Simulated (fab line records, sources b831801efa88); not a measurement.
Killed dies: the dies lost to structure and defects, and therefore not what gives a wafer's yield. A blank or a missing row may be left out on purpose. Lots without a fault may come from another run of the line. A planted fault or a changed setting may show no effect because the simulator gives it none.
fab line records	flow sky130
[record] lots = 24	wafers = 72	lastDay = 50
route steps=708 shown METAL2@484 METAL3@532 CAPM@550 VIA3@593 VIA4@657 METAL5@665
lots that met no fault: from a run of the same line without faults
startH: hours from the record's opening day to when the first of the lot's shown wafers began	waitH: how many hours have passed since the lot's step before this one	" the same as in the row above	L1.1+2: one row covering several wafers at once	- no value present, or no start provided	* or withheld: withheld	< > ~ a bound
route shown NAME@n: names a module that has steps shown in the file, with the first one's number in the route	usual: average and standard deviation across the fault-free wafers	same: alike in all rows	chamber/n: place in a boat	sites: per-site readings	_std_site: how widely they spread, as a standard deviation	_edge_site: mean of outer sites minus mean of inner sites	radiusMm: how far each site lies from the wafer's centre	mask NAME#n: copy n	behind: tool/chamber where the wafer was last shaped	hold: why the lot went on hold/how many hours it stayed there/how the hold came to an end	device: the transistor (n, p or np) that didn't switch	end of line: the tests these same wafers got at the end of their route	step lacking rows: just its recipe	killed: not the wafer's yield, but the dies lost to structure and defects at the first sort	map: per-die view of a wafer (x killed, . not killed, _ where there is no die)
set.NAME: the setting as run; set.NAME@STEP: as run at that earlier step	model.NAME: the simulator's own value behind a step, which no gauge read
steps of the route over a sample of lots; a table a step, a row a wafer
services: when a tool's chamber went out of use (startH, in hours from the record's first day, below 0 if earlier), for how many hours, and the reason
[[steps]]
[step SKY_METAL2_SPUTTER_01]
[recipe] material = TiN	targetThkNm = 20	powerW = 6500	timeS = 16.7	chamberPressurePa = 0.4
[usual] throttleValvePct = 30.4/1.1
lot.wafer	tool	chamber	startH	waitH	throttleValvePct
L074.1	pvdSputter-03	-	800.21	0.0	29.1
L074.3	"	-	"	"	29.8
L074.6	"	-	"	"	30.0
L075.1	pvdSputter-03	-	812.44	0.0	29.7
L075.4	"	-	"	"	29.2
L075.5	"	-	"	"	29.1
L076.1	pvdSputter-02	-	821.22	0.0	32.2
L076.4	"	-	"	"	30.7
L076.6	"	-	"	"	31.1
L077.4	pvdSputter-03	-	829.72	0.0	29.6
L077.5	"	-	"	"	29.9
L077.6	"	-	"	"	29.0
L078.1	pvdSputter-01	-	833.62	0.0	30.3
L078.3	"	-	"	"	30.0
L078.6	"	-	"	"	30.4
L079.1	pvdSputter-03	-	848.07	0.0	29.3
L079.3	"	-	"	"	30.3
L079.5	"	-	"	"	28.8
L080.1	pvdSputter-02	-	850.28	0.0	30.6
L080.2	"	-	"	"	28.6
L080.6	"	-	"	"	30.4
L081.3	pvdSputter-03	-	853.13	0.0	29.4
L081.4	"	-	"	"	29.2
L081.5	"	-	"	"	31.2
L082.1	pvdSputter-02	-	860.73	0.0	32.5
L082.3	"	-	"	"	28.8
L082.6	"	-	"	"	28.9
L083.2	pvdSputter-02	-	871.10	0.0	31.9
L083.3	"	-	"	"	28.8
L083.4	"	-	"	"	31.2
L084.1	pvdSputter-03	-	873.45	0.0	30.0
L084.5	"	-	"	"	29.1
L084.6	"	-	"	"	29.7
L085.1	pvdSputter-01	-	882.40	0.0	30.0
L085.2	"	-	"	"	29.9
L085.3	"	-	"	"	32.3
L087.1	pvdSputter-03	-	896.04	0.0	29.9
L087.3	"	-	"	"	29.3
L087.4	"	-	"	"	31.4
L086.2	pvdSputter-02	-	897.88	0.0	31.2
L086.3	"	-	"	"	32.2
L086.4	"	-	"	"	30.5
L088.4	pvdSputter-03	-	898.18	0.0	30.2
L088.5	"	-	"	"	29.0
L088.6	"	-	"	"	29.8
L089.1	pvdSputter-03	-	913.96	0.0	29.8
L089.2	"	-	"	"	31.3
L089.4	"	-	"	"	29.3
L090.1	pvdSputter-02	-	920.73	0.0	28.7
L090.4	"	-	"	"	31.3
L090.6	"	-	"	"	30.5
L091.2	pvdSputter-02	-	923.64	0.0	30.6
L091.5	"	-	"	"	30.8
L091.6	"	-	"	"	31.2
L092.2	pvdSputter-03	-	929.20	0.0	29.1
L092.3	"	-	"	"	31.4
L092.4	"	-	"	"	30.0
L093.3	pvdSputter-02	-	943.99	0.0	31.3
L093.4	"	-	"	"	28.7
L093.5	"	-	"	"	31.1
L094.1	pvdSputter-02	-	945.79	0.0	31.1
L094.4	"	-	"	"	28.7
L094.5	"	-	"	"	29.0
L095.2	pvdSputter-01	-	948.09	0.0	30.2
L095.3	"	-	"	"	30.3
L095.6	"	-	"	"	31.5
L096.2	pvdSputter-01	-	957.31	0.0	31.6
L096.4	"	-	"	"	30.0
L096.6	"	-	"	"	31.4
L097.4	pvdSputter-02	-	966.00	0.0	32.0
L097.5	"	-	"	"	31.0
L097.6	"	-	"	"	32.2
[step SKY_METAL3_SPUTTER_00]
[recipe] material = Ti	targetThkNm = 15	powerW = 3000	timeS = 10	chamberPressurePa = 0.4
[usual] throttleValvePct = 30.3/0.88
lot.wafer	tool	chamber	startH	waitH	throttleValvePct
L074.1	pvdSputter-03	-	856.30	0.2	31.4
L074.3	"	-	"	"	29.3
L074.6	"	-	"	"	31.1
L075.1	pvdSputter-03	-	868.32	0.2	29.4
L075.4	"	-	"	"	28.9
L075.5	"	-	"	"	29.1
L076.1	pvdSputter-03	-	876.52	0.2	29.1
L076.4	"	-	"	"	30.8
L076.6	"	-	"	"	29.5
L077.4	pvdSputter-03	-	884.29	0.2	29.7
L077.5	"	-	"	"	29.4
L077.6	"	-	"	"	29.2
L078.1	pvdSputter-01	-	888.53	0.1	30.3
L078.3	"	-	"	"	31.5
L078.6	"	-	"	"	32.5
L079.1	pvdSputter-03	-	902.18	0.2	28.8
L079.3	"	-	"	"	31.3
L079.5	"	-	"	"	31.1
L080.1	pvdSputter-03	-	904.64	0.2	28.9
L080.2	"	-	"	"	31.1
L080.6	"	-	"	"	30.1
L081.3	pvdSputter-04	-	907.51	0.2	30.0
L081.4	"	-	"	"	29.3
L081.5	"	-	"	"	29.6
L082.1	pvdSputter-03	-	914.74	0.1	29.9
L082.3	"	-	"	"	31.3
L082.6	"	-	"	"	31.1
L083.2	pvdSputter-01	-	925.18	0.2	31.4
L083.3	"	-	"	"	30.4
L083.4	"	-	"	"	30.1
L084.1	pvdSputter-04	-	926.64	0.2	30.5
L084.5	"	-	"	"	30.1
L084.6	"	-	"	"	30.3
L085.1	pvdSputter-03	-	935.66	0.2	29.1
L085.2	"	-	"	"	30.1
L085.3	"	-	"	"	31.0
L087.1	pvdSputter-04	-	948.68	0.2	30.4
L087.3	"	-	"	"	30.0
L087.4	"	-	"	"	30.3
L086.2	pvdSputter-01	-	950.76	0.1	32.6
L086.3	"	-	"	"	30.2
L086.4	"	-	"	"	30.4
L088.4	pvdSputter-03	-	951.42	0.2	31.2
L088.5	"	-	"	"	29.7
L088.6	"	-	"	"	31.4
L089.1	pvdSputter-04	-	966.25	0.1	30.0
L089.2	"	-	"	"	29.9
L089.4	"	-	"	"	30.2
L090.1	pvdSputter-03	-	972.70	0.1	29.0
L090.4	"	-	"	"	31.2
L090.6	"	-	"	"	29.0
L091.2	pvdSputter-04	-	976.43	0.2	30.2
L091.5	"	-	"	"	30.2
L091.6	"	-	"	"	29.1
L092.2	pvdSputter-01	-	980.58	0.3	31.6
L092.3	"	-	"	"	30.2
L092.4	"	-	"	"	30.3
L093.3	pvdSputter-04	-	993.93	0.1	29.2
L093.4	"	-	"	"	30.3
L093.5	"	-	"	"	30.0
L094.1	pvdSputter-04	-	997.28	0.1	30.0
L094.4	"	-	"	"	29.7
L094.5	"	-	"	"	30.2
L095.2	pvdSputter-03	-	1000.14	0.1	29.3
L095.3	"	-	"	"	29.7
L095.6	"	-	"	"	31.2
L096.2	pvdSputter-01	-	1008.08	0.2	30.3
L096.4	"	-	"	"	30.4
L096.6	"	-	"	"	30.1
L097.4	pvdSputter-01	-	1016.69	0.1	31.4
L097.5	"	-	"	"	31.6
L097.6	"	-	"	"	29.8
[step SKY_CAPM_METAL_ETCH_13]
[recipe] targetDepthNm = 220	stopOn = SiO2	chemistry = Cl2/BCl3	target = TiN	pressureMtorr = 10	icpW = 900	biasW = 48.5	Cl2_flow_sccm = 60	bcl3FlowSccm = 30	timeS = 62.9
[usual] drypumpMotorCurrentA = 5.6/0.3	oesProductAu = 0.944/0.0071	throttleValvePct = 21.899/0.01
lot.wafer	tool	chamber	startH	waitH	drypumpMotorCurrentA	oesProductAu	rfHoursCounterH	throttleValvePct
L074.1	rieMetal-02	0	882.05	0.0	5.5	0.939	9	21.909
L074.3	"	1	"	"	5.9	0.943	-	21.900
L074.6	"	0	"	"	5.5	0.947	-	21.903
L075.1	rieMetal-03	1	894.24	0.0	6.2	0.937	7	21.893
L075.4	"	1	"	"	6.2	0.937	-	21.914
L075.5	"	1	"	"	6.2	0.946	-	21.898
L076.1	rieMetal-03	1	901.61	0.0	6.2	0.937	8	21.912
L076.4	"	1	"	"	6.2	0.940	-	21.910
L076.6	"	0	"	"	5.1	0.944	-	21.897
L077.4	rieMetal-02	1	910.01	0.0	5.9	0.955	-	21.894
L077.5	"	1	"	"	5.9	0.944	-	21.904
L077.6	"	0	"	"	5.5	0.942	-	21.886
L078.1	rieMetal-04	0	914.20	0.0	5.6	0.950	4	21.905
L078.3	"	0	"	"	5.6	0.951	-	21.892
L078.6	"	1	"	"	5.4	0.945	-	21.905
L079.1	rieMetal-02	0	927.35	0.0	5.5	0.940	10	21.905
L079.3	"	1	"	"	5.9	0.951	-	21.894
L079.5	"	1	"	"	5.9	0.948	-	21.904
L080.1	rieMetal-04	1	929.15	0.0	5.5	0.941	4	21.908
L080.2	"	0	"	"	5.6	0.937	5	21.904
L080.6	"	1	"	"	5.4	0.936	-	21.915
L081.3	rieMetal-04	1	932.01	0.0	5.5	0.937	-	21.894
L081.4	"	0	"	"	5.6	0.936	-	21.897
L081.5	"	0	"	"	5.6	0.940	-	21.891
L082.1	rieMetal-02	0	939.69	0.0	5.5	0.948	11	21.881
L082.3	"	1	"	"	5.9	0.949	-	21.904
L082.6	"	1	"	"	5.9	0.940	-	21.893
L083.2	rieMetal-03	0	949.90	0.0	5.1	0.944	12	21.911
L083.3	"	1	"	"	6.2	0.939	-	21.892
L083.4	"	0	"	"	5.1	0.955	-	21.902
L084.1	rieMetal-04	1	951.20	0.0	5.4	0.948	5	21.900
L084.5	"	1	"	"	5.4	0.938	-	21.892
L084.6	"	0	"	"	5.6	0.936	-	21.900
L085.1	rieMetal-04	0	960.10	0.0	5.6	0.956	6	21.883
L085.2	"	1	"	"	5.4	0.952	5	21.891
L085.3	"	1	"	"	5.4	0.945	-	21.907
L087.1	rieMetal-02	0	973.95	0.0	5.5	0.940	13	21.906
L087.3	"	1	"	"	5.9	0.941	-	21.887
L087.4	"	0	"	"	5.5	0.939	-	21.910
L086.2	rieMetal-04	1	975.75	0.0	5.4	0.945	6	21.903
L086.3	"	0	"	"	5.6	0.954	-	21.921
L086.4	"	1	"	"	5.4	0.943	-	21.909
L088.4	rieMetal-04	0	975.91	0.0	5.6	0.951	-	21.900
L088.5	"	0	"	"	5.6	0.938	-	21.897
L088.6	"	1	"	"	5.4	0.960	-	21.893
L089.1	rieMetal-04	1	990.26	0.0	5.4	0.942	6	21.894
L089.2	"	0	"	"	5.7	0.943	7	21.912
L089.4	"	1	"	"	5.4	0.940	-	21.901
L090.1	rieMetal-03	0	996.41	0.0	5.1	0.941	15	21.892
L090.4	"	0	"	"	5.1	0.943	-	21.913
L090.6	"	0	"	"	5.1	0.944	-	21.892
L091.2	rieMetal-02	0	1000.75	0.0	5.5	0.948	14	21.909
L091.5	"	1	"	"	6.0	0.944	-	21.898
L091.6	"	0	"	"	5.5	0.944	-	21.902
L092.2	rieMetal-03	1	1003.84	0.0	6.2	0.929	14	21.910
L092.3	"	1	"	"	6.2	0.948	-	21.889
L092.4	"	0	"	"	5.1	0.940	-	21.895
L093.3	rieMetal-03	0	1017.52	0.0	5.1	0.945	-	21.896
L093.4	"	1	"	"	6.2	0.951	-	21.883
L093.5	"	0	"	"	5.1	0.959	-	21.882
L094.1	rieMetal-02	0	1021.00	0.0	5.5	0.957	15	21.879
L094.4	"	0	"	"	5.5	0.957	-	21.890
L094.5	"	0	"	"	5.5	0.959	-	21.902
L095.2	rieMetal-04	1	1023.68	0.0	5.4	0.950	-	21.878
L095.3	"	1	"	"	5.4	0.951	-	21.893
L095.6	"	1	"	"	5.4	0.950	-	21.900
L096.2	rieMetal-02	0	1030.87	0.0	5.5	0.939	-	21.888
L096.4	"	0	"	"	5.5	0.950	-	21.913
L096.6	"	0	"	"	5.5	0.949	-	21.900
L097.4	rieMetal-04	0	1039.51	0.0	5.6	0.941	-	21.888
L097.5	"	0	"	"	5.6	0.946	-	21.911
L097.6	"	1	"	"	5.4	0.929	-	21.918
[step SKY_VIA3_SPUTTER_20]
[recipe] material = TiN	targetThkNm = 20	chamberPressurePa = 5	powerW = 4000	timeS = 80
[usual] throttleValvePct = 30.6/1.1
lot.wafer	tool	chamber	startH	waitH	throttleValvePct
L074.1	pvdSputter-01	-	935.74	0.0	30.3
L074.3	"	-	"	"	32.6
L074.6	"	-	"	"	31.5
L075.1	pvdSputter-01	-	946.76	0.0	31.8
L075.4	"	-	"	"	30.1
L075.5	"	-	"	"	31.4
L076.1	pvdSputter-03	-	953.69	0.0	30.0
L076.4	"	-	"	"	29.1
L076.6	"	-	"	"	31.0
L077.4	pvdSputter-02	-	963.31	0.0	32.2
L077.5	"	-	"	"	28.9
L077.6	"	-	"	"	31.9
L078.1	pvdSputter-03	-	966.50	0.0	29.7
L078.3	"	-	"	"	30.1
L078.6	"	-	"	"	31.2
L079.1	pvdSputter-01	-	978.39	0.0	32.7
L079.3	"	-	"	"	30.0
L079.5	"	-	"	"	31.6
L080.1	pvdSputter-03	-	980.24	0.0	29.5
L080.2	"	-	"	"	30.1
L080.6	"	-	"	"	31.2
L081.3	pvdSputter-02	-	983.11	0.0	32.0
L081.4	"	-	"	"	30.4
L081.5	"	-	"	"	30.7
L082.1	pvdSputter-02	-	991.77	0.0	32.4
L082.3	"	-	"	"	30.9
L082.6	"	-	"	"	28.8
L083.2	pvdSputter-03	-	1001.92	0.0	29.7
L083.3	"	-	"	"	29.0
L083.4	"	-	"	"	31.2
L084.1	pvdSputter-01	-	1002.27	0.0	30.1
L084.5	"	-	"	"	30.3
L084.6	"	-	"	"	32.8
L085.1	pvdSputter-01	-	1010.59	0.0	30.2
L085.2	"	-	"	"	29.8
L085.3	"	-	"	"	31.4
L087.1	pvdSputter-02	-	1024.23	0.0	28.8
L087.3	"	-	"	"	31.3
L087.4	"	-	"	"	32.3
L086.2	pvdSputter-03	-	1025.97	0.0	31.2
L086.3	"	-	"	"	29.1
L086.4	"	-	"	"	29.9
L088.4	pvdSputter-01	-	1026.61	0.0	29.8
L088.5	"	-	"	"	30.2
L088.6	"	-	"	"	31.5
L089.1	pvdSputter-03	-	1038.44	0.0	29.2
L089.2	"	-	"	"	31.0
L089.4	"	-	"	"	30.3
L090.1	pvdSputter-01	-	1045.89	0.0	29.9
L090.4	"	-	"	"	31.3
L090.6	"	-	"	"	29.9
L091.2	pvdSputter-03	-	1049.76	0.0	31.2
L091.5	"	-	"	"	29.8
L091.6	"	-	"	"	29.3
L092.2	pvdSputter-02	-	1053.04	0.0	28.8
L092.3	"	-	"	"	31.1
L092.4	"	-	"	"	30.7
L093.3	pvdSputter-02	-	1065.36	0.0	32.1
L093.4	"	-	"	"	28.7
L093.5	"	-	"	"	28.9
L094.1	pvdSputter-03	-	1069.66	0.0	29.8
L094.4	"	-	"	"	31.0
L094.5	"	-	"	"	29.9
L095.2	pvdSputter-03	-	1071.79	0.0	29.7
L095.3	"	-	"	"	31.1
L095.6	"	-	"	"	29.9
L096.2	pvdSputter-02	-	1078.76	0.0	31.3
L096.4	"	-	"	"	31.9
L096.6	"	-	"	"	31.0
L097.4	pvdSputter-03	-	1085.65	0.0	29.1
L097.5	"	-	"	"	29.9
L097.6	"	-	"	"	31.2
[step SKY_VIA4_CVD_18]
[recipe] material = W	targetThkNm = 505	timeS = 152.14	tempC = 400	pressureTorr = 40
[usual] heaterPowerW = 793/16
lot.wafer	tool	chamber	startH	waitH	heaterPowerW	sinceWetCleanH
L074.1	cvdW-01	0	1012.40	0.0	780	94
L074.3	"	1	"	"	795	-
L074.6	"	1	"	"	782	-
L075.1	cvdW-01	1	1022.42	0.0	787	104
L075.4	"	1	"	"	821	-
L075.5	"	1	"	"	779	-
L076.1	cvdW-02	1	1028.20	0.0	810	624
L076.4	"	0	"	"	779	-
L076.6	"	0	"	"	770	-
L077.4	cvdW-01	0	1036.60	0.1	773	-
L077.5	"	1	"	"	776	-
L077.6	"	0	"	"	787	-
L078.1	cvdW-01	0	1038.93	0.0	786	121
L078.3	"	0	"	"	791	-
L078.6	"	0	"	"	795	-
L079.1	cvdW-02	0	1051.97	0.0	772	648
L079.3	"	1	"	"	811	-
L079.5	"	0	"	"	765	-
L080.1	cvdW-02	0	1052.91	0.0	757	649
L080.2	"	1	"	"	798	649
L080.6	"	0	"	"	763	-
L081.3	cvdW-02	1	1056.40	0.1	820	-
L081.4	"	0	"	"	778	-
L081.5	"	0	"	"	785	-
L082.1	cvdW-02	1	1063.95	0.0	813	660
L082.3	"	1	"	"	815	-
L082.6	"	0	"	"	755	-
L083.2	cvdW-02	1	1073.75	0.0	805	670
L083.3	"	0	"	"	775	-
L083.4	"	1	"	"	794	-
L084.1	cvdW-01	0	1074.47	0.0	798	156
L084.5	"	0	"	"	786	-
L084.6	"	1	"	"	810	-
L085.1	cvdW-01	1	1080.90	0.0	791	163
L085.2	"	0	"	"	786	163
L085.3	"	1	"	"	786	-
L087.1	cvdW-01	0	1093.41	0.0	785	175
L087.3	"	0	"	"	780	-
L087.4	"	1	"	"	783	-
L086.2	cvdW-01	1	1096.28	0.0	796	178
L086.3	"	1	"	"	792	-
L086.4	"	0	"	"	800	-
L088.4	cvdW-02	1	1096.85	0.1	825	-
L088.5	"	1	"	"	796	-
L088.6	"	0	"	"	779	-
L089.1	cvdW-01	0	1106.11	0.0	795	188
L089.2	"	1	"	"	815	188
L089.4	"	0	"	"	792	-
L090.1	cvdW-02	1	1113.38	0.0	799	709
L090.4	"	0	"	"	788	-
L090.6	"	1	"	"	804	-
L091.2	cvdW-01	0	1117.22	0.0	778	199
L091.5	"	0	"	"	771	-
L091.6	"	1	"	"	800	-
L092.2	cvdW-02	1	1119.47	0.1	818	-
L092.3	"	1	"	"	819	-
L092.4	"	1	"	"	799	-
L093.3	cvdW-01	1	1130.75	0.1	801	-
L093.4	"	0	"	"	785	-
L093.5	"	1	"	"	790	-
L094.1	cvdW-01	0	1134.92	0.0	792	217
L094.4	"	0	"	"	793	-
L094.5	"	1	"	"	794	-
L095.2	cvdW-02	0	1136.49	0.0	766	733
L095.3	"	0	"	"	778	-
L095.6	"	0	"	"	789	-
L096.2	cvdW-01	1	1144.48	0.0	805	227
L096.4	"	1	"	"	799	-
L096.6	"	1	"	"	792	-
L097.4	cvdW-01	0	1148.17	0.1	787	-
L097.5	"	1	"	"	794	-
L097.6	"	0	"	"	775	-
[step SKY_METAL5_SPUTTER_04]
[recipe] material = TiN	targetThkNm = 70	powerW = 6500	timeS = 58.3	chamberPressurePa = 0.4
[usual] throttleValvePct = 30.5/1.1
lot.wafer	tool	chamber	startH	waitH	throttleValvePct
L074.1	pvdSputter-03	-	1013.15	0.0	31.1
L074.3	"	-	"	"	29.5
L074.6	"	-	"	"	31.3
L075.1	pvdSputter-02	-	1023.17	0.0	31.5
L075.4	"	-	"	"	32.3
L075.5	"	-	"	"	29.0
L076.1	pvdSputter-02	-	1028.95	0.0	30.3
L076.4	"	-	"	"	31.0
L076.6	"	-	"	"	32.1
L077.4	pvdSputter-02	-	1037.30	0.0	28.8
L077.5	"	-	"	"	31.2
L077.6	"	-	"	"	30.3
L078.1	pvdSputter-03	-	1039.68	0.0	29.8
L078.3	"	-	"	"	31.1
L078.6	"	-	"	"	29.9
L079.1	pvdSputter-03	-	1052.72	0.0	29.9
L079.3	"	-	"	"	29.9
L079.5	"	-	"	"	29.4
L080.1	pvdSputter-03	-	1053.66	0.0	30.0
L080.2	"	-	"	"	29.9
L080.6	"	-	"	"	31.1
L081.3	pvdSputter-01	-	1057.10	0.0	30.1
L081.4	"	-	"	"	31.7
L081.5	"	-	"	"	31.5
L082.1	pvdSputter-01	-	1064.70	0.0	31.6
L082.3	"	-	"	"	32.5
L082.6	"	-	"	"	31.2
L083.2	pvdSputter-03	-	1074.50	0.0	29.9
L083.3	"	-	"	"	31.2
L083.4	"	-	"	"	29.0
L084.1	pvdSputter-03	-	1075.22	0.0	31.3
L084.5	"	-	"	"	29.5
L084.6	"	-	"	"	29.8
L085.1	pvdSputter-01	-	1081.65	0.0	32.8
L085.2	"	-	"	"	30.0
L085.3	"	-	"	"	30.3
L087.1	pvdSputter-01	-	1094.16	0.0	30.1
L087.3	"	-	"	"	32.8
L087.4	"	-	"	"	30.0
L086.2	pvdSputter-02	-	1097.10	0.0	30.9
L086.3	"	-	"	"	32.4
L086.4	"	-	"	"	28.8
L088.4	pvdSputter-03	-	1097.66	0.0	31.1
L088.5	"	-	"	"	29.7
L088.6	"	-	"	"	31.1
L089.1	pvdSputter-02	-	1106.86	0.0	28.9
L089.2	"	-	"	"	30.4
L089.4	"	-	"	"	32.1
L090.1	pvdSputter-02	-	1114.30	0.0	30.4
L090.4	"	-	"	"	31.3
L090.6	"	-	"	"	28.8
L091.2	pvdSputter-02	-	1117.98	0.0	30.5
L091.5	"	-	"	"	28.7
L091.6	"	-	"	"	31.3
L092.2	pvdSputter-02	-	1120.32	0.0	30.4
L092.3	"	-	"	"	28.5
L092.4	"	-	"	"	29.0
L093.3	pvdSputter-02	-	1131.45	0.0	30.8
L093.4	"	-	"	"	30.6
L093.5	"	-	"	"	30.4
L094.1	pvdSputter-02	-	1135.66	0.0	28.9
L094.4	"	-	"	"	32.3
L094.5	"	-	"	"	30.6
L095.2	pvdSputter-03	-	1137.24	0.0	31.1
L095.3	"	-	"	"	29.3
L095.6	"	-	"	"	29.6
L096.2	pvdSputter-02	-	1145.23	0.0	28.8
L096.4	"	-	"	"	31.1
L096.6	"	-	"	"	32.2
L097.4	pvdSputter-01	-	1148.87	0.0	29.9
L097.5	"	-	"	"	31.5
L097.6	"	-	"	"	29.9
[[services]]
tool	chamber	startH	hours	kind
rieMetal-04	-	798.77	2.8	pm
pvdSputter-01	-	820.13	2.4	repair
cvdW-01	-	823.83	2.0	repair
pvdSputter-02	-	858.43	1.9	repair
cvdW-01	-	859.36	13.1	repair
cvdW-01	-	866.60	1.5	repair
rieMetal-04	0	879.85	2.6	repair
cvdW-01	-	904.00	14.0	pm
cvdW-02	0	931.08	14.3	repair
cvdW-02	-	952.38	0.3	repair
cvdW-01	1	959.79	9.3	repair
pvdSputter-03	-	963.17	1.2	repair
cvdW-02	-	984.42	6.9	pm
cvdW-01	-	996.10	6.0	pm
cvdW-02	-	1000.79	24.6	repair
rieMetal-04	0	1014.22	18.0	repair
pvdSputter-01	-	1020.40	4.9	repair
pvdSputter-03	-	1040.02	1.5	repair
cvdW-01	-	1054.04	6.9	pm
pvdSputter-01	-	1057.59	1.0	repair
cvdW-02	0	1116.53	12.9	repair
pvdSputter-03	-	1124.75	0.8	repair
pvdSputter-03	-	1129.59	4.8	repair
pvdSputter-01	-	1130.70	9.2	repair
[[key]]
fault none
